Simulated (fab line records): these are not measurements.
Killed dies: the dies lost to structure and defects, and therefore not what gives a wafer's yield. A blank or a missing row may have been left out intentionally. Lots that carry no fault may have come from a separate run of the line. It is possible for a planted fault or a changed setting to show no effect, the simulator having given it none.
The tool behind it: which one? / flow gf180mcu / 17 wafers from 6 lots sampled at 5 of the route's 602 steps

WHAT THE GAUGES SHOWED, per wafer
GF_PSD_RS_MEAS_14: a four-point-probe measurement.
lot=L376; measured=day 15 03:24; on=film_metro-03; NSD_RS (ohm/sq)=46.27 46.29 46.23
lot=L379; measured=day 16 06:47; on=film_metro-03; NSD_RS (ohm/sq)=46.19 46.30 46.19
lot=L382; measured=day 17 11:32; on=film_metro-03; NSD_RS (ohm/sq)=46.26 46.13 46.28
lot=L389; measured=day 20 08:08; on=film_metro-03; NSD_RS (ohm/sq)=46.16 47.98 46.12 47.87
lot=L392; measured=day 21 09:59; on=film_metro-01; NSD_RS (ohm/sq)=46.36 46.31 46.26
lot=L396; measured=day 22 08:35; on=film_metro-03; NSD_RS (ohm/sq)=46.24 46.26 46.28

EACH LOT AND THE TOOL THAT RAN IT (in order: tool; ch and the chambers of the sampled wafers; start)
lot=L376; GF_DUAL_GATE_STRIP_13=plasma_asher-04 ch 0,1, day 9 04:11; GF_HV_LDD_RTA_52=rtp_anneal-02 ch 0, day 13 08:30; GF_NSD_IMPLANT_10=implanter-03 ch 0, day 14 06:56; GF_NSD_STRIP_11=plasma_asher-01 ch 0,1, day 14 07:03
lot=L379; GF_DUAL_GATE_STRIP_13=plasma_asher-02 ch 0,1, day 10 02:14; GF_HV_LDD_RTA_52=rtp_anneal-01 ch 0, day 14 08:50; GF_NSD_IMPLANT_10=implanter-01 ch 0, day 15 07:45; GF_NSD_STRIP_11=plasma_asher-01 ch 0,1, day 15 07:54
lot=L382; GF_DUAL_GATE_STRIP_13=plasma_asher-04 ch 0,1, day 11 01:44; GF_HV_LDD_RTA_52=rtp_anneal-02 ch 0, day 15 11:56; GF_NSD_IMPLANT_10=implanter-01 ch 0, day 16 12:57; GF_NSD_STRIP_11=plasma_asher-01 ch 0,1, day 16 13:06
lot=L389; GF_DUAL_GATE_STRIP_13=plasma_asher-04 ch 0, day 12 23:34; GF_HV_LDD_RTA_52=rtp_anneal-01 ch 0, day 18 04:08; GF_NSD_IMPLANT_10=implanter-04 ch 0, day 19 06:57; GF_NSD_STRIP_11=plasma_asher-02 ch 1, day 19 07:06
lot=L392; GF_DUAL_GATE_STRIP_13=plasma_asher-04 ch 1, day 14 02:59; GF_HV_LDD_RTA_52=rtp_anneal-02 ch 0, day 19 06:08; GF_NSD_IMPLANT_10=implanter-03 ch 0, day 20 09:25; GF_NSD_STRIP_11=plasma_asher-03 ch 0,1, day 20 09:33
lot=L396; GF_DUAL_GATE_STRIP_13=plasma_asher-04 ch 0,1, day 15 01:59; GF_HV_LDD_RTA_52=rtp_anneal-02 ch 0, day 20 06:43; GF_NSD_IMPLANT_10=implanter-03 ch 0, day 21 09:01; GF_NSD_STRIP_11=plasma_asher-02 ch 0,1, day 21 09:10
- GF_DUAL_GATE_STRIP_13: strips in O2/N2.
- GF_HV_LDD_RTA_52: time 10 s.
- GF_NSD_IMPLANT_10
- GF_NSD_STRIP_11: strips in O2/N2.

THE ANSWER, worked out from the rows above alone
Rule: what is usual is taken from the lots themselves. The widest of any qualifying gaps counts: lots, ordered by their means at a reading, are off when they make up no more than a third of the lots, leave a main group of 4 or more, and stand apart from it by 3 or more times the standard deviation of that group's means. If all means in a main group match to the digits the tables above print for the reading, that group is not used. A lot without any number at a reading at which 4 lots or more have one is off too. Where the step has rows for the other lots, those lots are counted as sound.
Off: L389, seen at GF_PSD_RS_MEAS_14 (NSD_RS). The main group has a mean of 46.26 ohm/sq with a standard deviation of 0.031.
A tool fits if, at a process step before that reading, it ran every lot that is off, and no sound lot after the first of them. Gauges at GF_PSD_RS_MEAS_14: tried the same way as those tools. Can't be told from this: 2 tools fit, rtp_anneal-01 at GF_HV_LDD_RTA_52, implanter-04 at GF_NSD_IMPLANT_10.

WHAT THE SIMULATOR PUT IN
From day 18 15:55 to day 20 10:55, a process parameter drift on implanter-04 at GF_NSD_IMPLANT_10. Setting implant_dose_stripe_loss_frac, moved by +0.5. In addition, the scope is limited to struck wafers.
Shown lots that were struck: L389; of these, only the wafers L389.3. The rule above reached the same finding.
